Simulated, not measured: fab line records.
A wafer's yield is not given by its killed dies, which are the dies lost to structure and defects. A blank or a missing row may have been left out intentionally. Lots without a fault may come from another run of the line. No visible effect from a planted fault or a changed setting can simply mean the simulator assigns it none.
Problem report in the 8D (eight disciplines) form, filled by code + flow sky130 + the parts of the form that need people (team, actions taken, sign-off) are left out

== 1. THE ISSUE ==
Mean of cd_nm at SKY_CONTACT_CD_MEAS_14: 181.4 nm across 6 wafers in 2 lots; on wafers with no fault it is 170.0 nm (standard deviation 1.4). That is +8.2 standard deviations from the usual mean.
The step: target cd 170 nm.
Seen first at day 37 12:56 on cd_sem-01, wafer L211.2. The record holds 36 wafers of 12 lots with a number at this step. By rule, "out" or "out of limits" means more than 4 standard deviations away from the usual mean. The rest of the wafers with a number are treated as sound.

== 2. WHAT IT IS AND WHAT IT IS NOT ==
| question                    | is                     | is not                                                              |
|-----------------------------|------------------------|---------------------------------------------------------------------|
| which readings at this step | cd_nm                  | -                                                                   |
| which lots                  | L211, L212             | L192, L194, L196, L198, L199, L202, L203, L205, L206, L214          |
| which wafers of those lots  | all that have a number | -                                                                   |
| read on which gauges        | cd_sem-01, cd_sem-02   | -                                                                   |
| when                        | from day 37 12:56      | up to then (27 sound wafers); but 3 sound wafers of L214 came after |

== 3. WHAT RULES OUT EACH SUSPECT ==
Counting: a tool stays on the suspect list if, at a process step up to the reading, it processed all lots that are out and no sound lot following the first of them.
- the gauge at SKY_CONTACT_CD_MEAS_14 has been ruled out. The wafers that are out were read on 2 gauges (cd_sem-01, cd_sem-02).
- litho_track-04 at SKY_CONTACT_SOFTBAKE_10 (time 88.51 s): kept. Every lot that is out went through it, starting with L211 (day 36 23:00), and after that it ran no sound lot; the last sound lot it ran before then is L206 (day 35 07:00). On those wafers its own readings are out: heater_power_total_W, plate_temp_C.
After counting, what remains is litho_track-04 at SKY_CONTACT_SOFTBAKE_10.

== 4. THE CAUSE (what the simulator had put in) ==
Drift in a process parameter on litho_track-04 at SKY_CONTACT_SOFTBAKE_10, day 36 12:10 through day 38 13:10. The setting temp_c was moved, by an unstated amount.
Counting left only this tool.

== 5. SEQUENCE OF EFFECTS, ordered by route ==
Rows list readings where the struck wafers' mean (over those with a number) sits beyond 3 standard deviations from the usual. Readings are gone through only where the record gives a usual standard deviation; hours: the median, over the lots, of the time from a lot's start at the first step in this table giving one to that lot's start at this step; sigmas: the change measured in usual standard deviations.
| hours | step                    | reading              | usual    | on struck wafers | change | sigmas      |
|-------|-------------------------|----------------------|----------|------------------|--------|-------------|
| 0     | SKY_CONTACT_SOFTBAKE_10 | heater_power_total_W | 57.68 W  | 68.59            | +10.91 | +73         |
| 0     | SKY_CONTACT_SOFTBAKE_10 | plate_temp_C         | 100.00 C | 113.64           | +13.64 | +99 or more |
| 14    | SKY_CONTACT_CD_MEAS_14  | cd_nm                | 170.0 nm | 181.4            | +11.4  | +8.2        |
It contains these process steps:
- SKY_CONTACT_SOFTBAKE_10: time 88.51 s.
Later measuring or inspecting steps at which every struck wafer that the step has a row for has a number for every such reading, and none has moved that far: SKY_CONTACT_RS_MEAS_25, SKY_CONTACT_THK_MEAS_26.

== 6. WHAT WOULD HAVE CAUGHT IT SOONER ==
Counted from the fault's start at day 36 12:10, it took 25 hours until the first out-of-limits reading at a measuring or inspecting step in this record, taken at day 37 12:56.
Tool's own readings at SKY_CONTACT_SOFTBAKE_10, heater_power_total_W, plate_temp_C: out on all struck wafers the step has rows for; an alarm limit on them would have tripped on the first.
Lots out: 2; all had begun SKY_CONTACT_SOFTBAKE_10 on litho_track-04 by day 37 12:56. Had the tool been put on hold then, not one of them would have been saved.
